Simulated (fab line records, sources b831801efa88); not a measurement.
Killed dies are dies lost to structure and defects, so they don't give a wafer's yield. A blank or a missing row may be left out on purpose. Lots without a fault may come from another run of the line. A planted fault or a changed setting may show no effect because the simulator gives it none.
Chamber matching | flow sky130 | SKY_VIA2_CMP_24 on cmp-01: 4 sister chambers
The step polishes, stops on SiO2, t overpolish 20 s, target thk 0 nm. 36 wafers are shown with their chamber, then 12 later ones without.

WAFERS WITH THEIR CHAMBER
wafer  | chamber | motor_current_A (A) | time_to_endpoint_s (s) | overpolish_run_s (s)
L078.2 | 3       | 11.6                | 102                    | 19.997
L078.3 | 0       | 9.1                 | 94                     | 20.013
L078.4 | 1       | 9.2                 | 105                    | 20.007
L081.2 | 2       | 11.0                | 97                     | 19.991
L081.4 | 0       | 9.1                 | 96                     | 19.998
L081.6 | 0       | 8.6                 | 97                     | 20.008
L083.3 | 3       | 11.7                | 102                    | 19.996
L083.5 | 2       | 11.7                | 99                     | 19.986
L083.6 | 1       | 9.5                 | 107                    | 20.004
L085.2 | 1       | 9.7                 | 100                    | 20.009
L085.3 | 2       | 11.4                | 94                     | 20.009
L085.6 | 3       | 11.2                | 97                     | 20.010
L086.3 | 1       | 9.3                 | 104                    | 19.988
L086.5 | 0       | 9.1                 | 98                     | 20.002
L086.6 | 1       | 9.1                 | 100                    | 20.011
L087.2 | 1       | 8.7                 | 100                    | 19.979
L087.3 | 3       | 10.9                | 97                     | 20.008
L087.6 | 2       | 11.3                | 102                    | 20.008
L089.3 | 3       | 11.4                | 102                    | 19.997
L089.5 | 0       | 8.9                 | 102                    | 20.011
L089.6 | 3       | 11.9                | 103                    | 19.995
L088.1 | 3       | 11.1                | 98                     | 19.997
L088.2 | 1       | 9.3                 | 102                    | 19.993
L088.6 | 2       | 11.3                | 103                    | 20.000
L090.1 | 3       | 11.5                | 105                    | 19.990
L090.3 | 2       | 11.5                | 102                    | 20.005
L090.5 | 3       | 11.6                | 106                    | 19.992
L091.1 | 3       | 11.7                | 100                    | 20.007
L091.2 | 1       | 9.3                 | 99                     | 19.986
L091.6 | 1       | 9.2                 | 102                    | 19.995
L092.1 | 0       | 9.0                 | 97                     | 19.999
L092.4 | 3       | 11.4                | 98                     | 19.992
L092.6 | 2       | 11.4                | 97                     | 20.004
L093.2 | 3       | 11.1                | 99                     | 20.005
L093.4 | 1       | 9.3                 | 101                    | 20.005
L093.6 | 1       | 9.1                 | 102                    | 20.002

SIGNATURES (means of the wafers above)
reading            | chamber 0 | chamber 1 | chamber 2 | chamber 3 | scatter within a chamber
motor_current_A    | 8.967     | 9.245     | 11.371    | 11.425    | 0.255
time_to_endpoint_s | 97.33     | 102.00    | 99.14     | 100.75    | 2.87
overpolish_run_s   | 20.00517  | 19.99809  | 20.00043  | 19.99883  | 0.00847
Rule: a wafer's distance from a chamber is the root of the sum, over the readings, of the square of ((its reading less the chamber's mean) divided by the reading's scatter). The wafer belongs to the nearest chamber; if the next one is less than 2 further off, it can't be placed. The scatter: the root of (the sum of the squares of (reading less its chamber's mean) over the shown wafers, divided by (wafers less chambers)).

WAFERS WITHOUT THEIR CHAMBER
wafer  | motor_current_A (A) | time_to_endpoint_s (s) | overpolish_run_s (s)
L094.2 | 8.6                 | 97                     | 20.001
L094.5 | 11.7                | 97                     | 19.991
L094.6 | 12.2                | 100                    | 19.995
L095.2 | 9.1                 | 97                     | 20.002
L095.5 | 9.1                 | 99                     | 19.995
L095.6 | 11.7                | 105                    | 20.002
L096.1 | 8.8                 | 95                     | 20.017
L096.2 | 9.4                 | 104                    | 20.022
L096.6 | 11.9                | 100                    | 20.001
L097.1 | 11.0                | 104                    | 19.983
L097.5 | 9.3                 | 103                    | 20.004
L097.6 | 8.8                 | 99                     | 19.994

WHICH CHAMBER EACH WENT THROUGH
wafer  | from the rows above     | in truth
L094.2 | can't be placed: 0 or 1 | 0
L094.5 | can't be placed: 2 or 3 | 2
L094.6 | can't be placed: 3 or 2 | 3
L095.2 | can't be placed: 0 or 1 | 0
L095.5 | can't be placed: 1 or 0 | 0
L095.6 | can't be placed: 3 or 2 | 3
L096.1 | can't be placed: 0 or 1 | 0
L096.2 | can't be placed: 1 or 0 | 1
L096.6 | can't be placed: 3 or 2 | 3
L097.1 | can't be placed: 3 or 2 | 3
L097.5 | can't be placed: 1 or 0 | 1
L097.6 | can't be placed: 0 or 1 | 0
Placed correctly: 0 of 12. Can't be placed from these rows: 12 (the true chamber is among the candidates in 12). Placed wrongly: 0.
